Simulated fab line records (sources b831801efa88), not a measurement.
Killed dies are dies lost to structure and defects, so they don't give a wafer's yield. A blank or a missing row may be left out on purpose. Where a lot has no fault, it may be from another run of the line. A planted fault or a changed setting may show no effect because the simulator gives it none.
Which tool is to blame? + flow sky130 + 33 wafers from 11 lots sampled at 6 of the route's 708 steps

## WHAT THE GAUGES SHOWED, per wafer
SKY_POLY_GATE_CD_MEAS_22. Usual: cdNm at 150.5 nm, with a standard deviation of 2.3.
| lot  | measured     | on       | cdNm (nm)         | flag |
|------|--------------|----------|-------------------|------|
| L449 | day 17 00:00 | cdSem-02 | 155.5 152.1 154.8 |      |
| L452 | day 18 06:02 | cdSem-01 | 152.0 152.1 151.0 |      |
| L453 | day 18 14:16 | cdSem-01 | 150.6 152.5 153.0 |      |
| L454 | day 19 14:10 | cdSem-01 | 147.7 146.9 147.3 |      |
| L457 | day 20 04:13 | cdSem-01 | 153.4 156.5 141.4 |      |
| L458 | day 20 14:35 | cdSem-01 | 137.8 149.9 152.6 |      |
| L465 | day 23 00:15 | cdSem-02 | 150.6 150.9 149.4 |      |
| L466 | day 23 21:38 | cdSem-01 | 153.4 154.5 153.7 |      |
| L468 | day 24 08:55 | cdSem-02 | 150.3 151.8 153.8 |      |
| L470 | day 25 23:54 | cdSem-01 | 147.9 148.8 145.5 |      |
| L469 | day 26 00:06 | cdSem-02 | 148.3 148.3 146.8 |      |

SKY_LDD_P_OVL_MEAS_08. Usual: LDD_P_OVL typically reads 0.1 nm, with standard deviation 1.3.
| lot  | measured     | on         | LDD_P_OVL (nm) | flag |
|------|--------------|------------|----------------|------|
| L449 | day 19 14:13 | overlay-01 | 0.7 1.3 0.9    |      |
| L452 | day 20 20:55 | overlay-02 | 0.0 -1.0 1.2   |      |
| L453 | day 21 04:17 | overlay-02 | -0.5 -1.3 -0.9 |      |
| L454 | day 22 05:04 | overlay-02 | -1.3 1.2 2.1   |      |
| L457 | day 22 18:10 | overlay-02 | 0.4 0.9 -1.1   |      |
| L458 | day 23 04:58 | overlay-01 | 0.8 1.7 1.0    |      |
| L465 | day 25 12:04 | overlay-02 | -0.1 -0.2 -1.3 |      |
| L466 | day 26 07:22 | overlay-01 | -0.5 0.0 0.0   |      |
| L468 | day 26 19:25 | overlay-02 | 1.6 1.0 -0.2   |      |
| L470 | day 28 09:46 | overlay-02 | 1.1 0.3 2.6    |      |
| L469 | day 28 10:49 | overlay-01 | 0.0 -0.5 -0.1  |      |

SKY_SD_N_RS_MEAS_16: uses a four-point probe to measure. Usual: SD_N_RS typically reads 68.59 ohm/sq, with standard deviation 0.16.
| lot  | measured     | on           | SD_N_RS (ohm/sq)  | flag |
|------|--------------|--------------|-------------------|------|
| L449 | day 29 10:14 | filmMetro-02 | 68.51 68.44 68.60 |      |
| L452 | day 29 13:10 | filmMetro-04 | 68.70 68.56 68.39 |      |
| L453 | day 29 21:43 | filmMetro-01 | 68.78 68.77 68.87 |      |
| L454 | day 30 18:53 | filmMetro-01 | 68.66 68.83 68.80 |      |
| L457 | day 31 04:57 | filmMetro-04 | 68.71 68.77       |      |
| L458 | day 31 14:20 | filmMetro-04 | 68.79 68.80       |      |
| L465 | day 33 18:36 | filmMetro-01 | 68.71 68.70 68.69 |      |
| L466 | day 34 13:22 | filmMetro-02 | 68.73 68.55 68.55 |      |
| L468 | day 34 21:46 | filmMetro-02 | 68.36 68.30 68.46 |      |
| L470 | day 36 11:05 | filmMetro-02 | 68.48 68.57 68.35 |      |
| L469 | day 36 12:54 | filmMetro-04 | 68.64 68.54 68.72 |      |

SKY_SD_N_RS_MEAS_18: uses a four-point probe to measure. Usual: RES_XHIGH_RS typically reads 330.7 ohm/sq, with standard deviation 1.1.
| lot  | measured     | on           | RES_XHIGH_RS (ohm/sq) | flag |
|------|--------------|--------------|-----------------------|------|
| L449 | day 29 10:28 | filmMetro-02 | 330.1 329.8 329.8     |      |
| L452 | day 29 13:25 | filmMetro-04 | 330.2 331.0 330.4     |      |
| L453 | day 29 21:58 | filmMetro-01 | 331.4 331.0 331.1     |      |
| L454 | day 30 19:08 | filmMetro-01 | 330.9 331.5 332.0     |      |
| L457 | day 31 05:11 | filmMetro-04 | 331.6 331.5           |      |
| L458 | day 31 14:34 | filmMetro-04 | 330.2 330.2           |      |
| L465 | day 33 18:50 | filmMetro-01 | 331.0 329.8 330.3     |      |
| L466 | day 34 13:37 | filmMetro-02 | 329.3 331.3 330.9     |      |
| L468 | day 34 22:00 | filmMetro-02 | 330.2 331.0 330.2     |      |
| L470 | day 36 11:19 | filmMetro-02 | 329.9 330.0 329.1     |      |
| L469 | day 36 13:08 | filmMetro-04 | 332.5 331.2 331.4     |      |

## TOOL THAT RAN EACH LOT (tool first, then ch and the chambers of the sampled wafers, then the start)
| lot  | SKY_POLY_GATE_ETCH_15             | SKY_POLY_GATE_STRIP_18              |
|------|-----------------------------------|-------------------------------------|
| L449 | rieDiel-01 ch 1,2, day 16 22:18   | plasmaAsher-02 ch 0,1, day 16 22:32 |
| L452 | rieDiel-01 ch 0,2,3, day 18 04:14 | plasmaAsher-02 ch 0,1, day 18 04:28 |
| L453 | rieDiel-02 ch 0,1,2, day 18 10:39 | plasmaAsher-02 ch 0,1, day 18 10:53 |
| L454 | rieDiel-01 ch 2,3, day 19 12:21   | plasmaAsher-03 ch 0,1, day 19 12:35 |
| L457 | rieDiel-01 ch 0,1,2, day 20 02:29 | plasmaAsher-03 ch 0,1, day 20 02:43 |
| L458 | rieDiel-01 ch 0,1,2, day 20 12:53 | plasmaAsher-02 ch 0,1, day 20 13:08 |
| L465 | rieDiel-02 ch 0,3, day 22 22:29   | plasmaAsher-02 ch 0,1, day 22 22:46 |
| L466 | rieDiel-01 ch 1,2,3, day 23 19:35 | plasmaAsher-03 ch 0,1, day 23 19:50 |
| L468 | rieDiel-02 ch 1,3, day 24 07:11   | plasmaAsher-04 ch 1, day 24 07:26   |
| L470 | rieDiel-01 ch 0,2, day 25 22:11   | plasmaAsher-03 ch 0,1, day 25 22:25 |
| L469 | rieDiel-02 ch 0,2,3, day 25 22:21 | plasmaAsher-02 ch 0,1, day 25 22:37 |
- SKY_POLY_GATE_ETCH_15: etches BARC in N2/H2, stops on SiO2, time 118.5 s, target depth 110 nm.
- SKY_POLY_GATE_STRIP_18: strips in O2/N2.

## AS READ BY THE TOOLS THEMSELVES (means over the sampled wafers that have a number; for cases with no such wafer, the mark the record gives instead)
SKY_POLY_GATE_ETCH_15. Usual: drypumpMotorCurrentA 5.80 A, standard deviation 0.29; oesProductAu 0.717 a.u., standard deviation 0.0047; throttleValvePct 13.213 %, standard deviation 0.009.
| lot  | tool       | drypumpMotorCurrentA (A) | oesProductAu (a.u.) | throttleValvePct (%) | flag |
|------|------------|--------------------------|---------------------|----------------------|------|
| L449 | rieDiel-01 | 5.56                     | 0.714               | 13.217               |      |
| L452 | rieDiel-01 | 5.91                     | 0.713               | 13.208               |      |
| L453 | rieDiel-02 | 5.96                     | 0.715               | 13.217               |      |
| L454 | rieDiel-01 | 6.01                     | 0.716               | 13.211               |      |
| L457 | rieDiel-01 | 5.70                     | 0.718               | 13.212               |      |
| L458 | rieDiel-01 | 5.69                     | 0.722               | 13.220               |      |
| L465 | rieDiel-02 | 6.06                     | 0.713               | 13.221               |      |
| L466 | rieDiel-01 | 5.80                     | 0.718               | 13.222               |      |
| L468 | rieDiel-02 | 5.69                     | 0.717               | 13.212               |      |
| L470 | rieDiel-01 | 5.68                     | 0.714               | 13.217               |      |
| L469 | rieDiel-02 | 5.90                     | 0.719               | 13.209               |      |

SKY_POLY_GATE_STRIP_18. Usual: drypumpMotorCurrentA 5.9 A, standard deviation 0.36; oesProductAu 0.361 a.u., standard deviation 0.0045; stripTimeToEndpointS 3.182 s, standard deviation 0.029.
| lot  | tool           | drypumpMotorCurrentA (A) | oesProductAu (a.u.) | stripTimeToEndpointS (s) | flag |
|------|----------------|--------------------------|---------------------|--------------------------|------|
| L449 | plasmaAsher-02 | 5.9                      | 0.361               | 3.202                    |      |
| L452 | plasmaAsher-02 | 6.0                      | 0.361               | 3.226                    |      |
| L453 | plasmaAsher-02 | 5.9                      | 0.363               | 3.204                    |      |
| L454 | plasmaAsher-03 | 6.1                      | 0.361               | 3.183                    |      |
| L457 | plasmaAsher-03 | 6.1                      | 0.357               | 3.032                    | OFF  |
| L458 | plasmaAsher-02 | 5.9                      | 0.355               | 3.036                    | OFF  |
| L465 | plasmaAsher-02 | 5.9                      | 0.362               | 3.187                    |      |
| L466 | plasmaAsher-03 | 6.1                      | 0.359               | 3.200                    |      |
| L468 | plasmaAsher-04 | 4.9                      | 0.359               | 3.146                    |      |
| L470 | plasmaAsher-03 | 6.1                      | 0.364               | 3.161                    |      |
| L469 | plasmaAsher-02 | 6.0                      | 0.364               | 3.172                    |      |

## THE ANSWER, worked out from the rows above alone
Rule: a lot counts as off when the mean over its wafers that have a number is more than 3 standard deviations away from the usual mean. A lot without any number at a reading at which 4 lots or more have one is off too. All remaining lots with rows at the step are treated as sound. The gauges are gone through in route order, then the tools' own readings, and for those a lot's mean is taken as printed above. At the first step where some lot is off, the reading lying furthest off is the one used; lots without a number count as furthest.
Off: L457, L458 (SKY_POLY_GATE_STRIP_18, stripTimeToEndpointS).
A tool fits if, at that step or a process step before it, it ran every lot that is off, and no sound lot after the first of them. No candidate that was tried fits.

## WHAT THE SIMULATOR HAD PUT IN
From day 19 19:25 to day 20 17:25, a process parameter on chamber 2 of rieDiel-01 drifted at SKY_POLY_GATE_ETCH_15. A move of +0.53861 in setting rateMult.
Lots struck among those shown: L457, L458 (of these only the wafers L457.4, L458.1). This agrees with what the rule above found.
